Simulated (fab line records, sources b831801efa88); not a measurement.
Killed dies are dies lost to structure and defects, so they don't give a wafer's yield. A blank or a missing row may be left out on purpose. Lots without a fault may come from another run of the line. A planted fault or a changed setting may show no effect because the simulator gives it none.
Chamber matching | flow sky130 | SKY_POLY_GATE_ETCH_15 on rie_diel-01: 4 sister chambers
The step etches BARC in N2/H2, stops on SiO2, time 118.5 s, target depth 110 nm. 8 wafers are shown with their chamber, then 8 later ones without.

WAFERS WITH THEIR CHAMBER
wafer  | chamber | drypump_motor_current_A (A) | h2_flow_sccm (sccm)
L080.1 | 0       | 5.2                         | 200.2
L082.1 | 1       | 5.9                         | 198.9
L082.4 | 0       | 5.2                         | 200.0
L082.5 | 2       | 5.5                         | 200.1
L085.2 | 2       | 5.5                         | 200.8
L085.3 | 3       | 5.0                         | 200.0
L085.6 | 3       | 5.0                         | 200.3
L093.1 | 1       | 5.8                         | 199.4

WAFERS WITHOUT THEIR CHAMBER
wafer  | drypump_motor_current_A (A) | h2_flow_sccm (sccm)
L093.3 | 5.0                         | 199.9
L093.5 | 5.5                         | 201.5
L094.1 | 5.8                         | 199.8
L094.3 | 5.2                         | 199.2
L094.5 | 5.5                         | 200.3
L095.4 | 5.4                         | 199.9
L095.5 | 5.5                         | 200.5
L095.6 | 5.8                         | 199.8

WHICH CHAMBER EACH WENT THROUGH
wafer  | from the rows above | in truth
L093.3 | 3                   | 3
L093.5 | 2                   | 2
L094.1 | 1                   | 1
L094.3 | 0                   | 0
L094.5 | 2                   | 2
L095.4 | 2                   | 2
L095.5 | 2                   | 2
L095.6 | 1                   | 1
Placed correctly: 8 of 8. Can't be placed from these rows: 0. Placed wrongly: 0.
How it was worked out, from the rows above alone: a wafer's distance from a chamber is the root of the sum, over the readings, of the square of ((its reading less the chamber's mean) divided by the reading's scatter). The wafer belongs to the nearest chamber; if the next one is less than 2 further off, it can't be placed. A chamber's mean is the mean of its shown wafers. The scatter: the root of (the sum of the squares of (reading less its chamber's mean) over the shown wafers, divided by (wafers less chambers)).
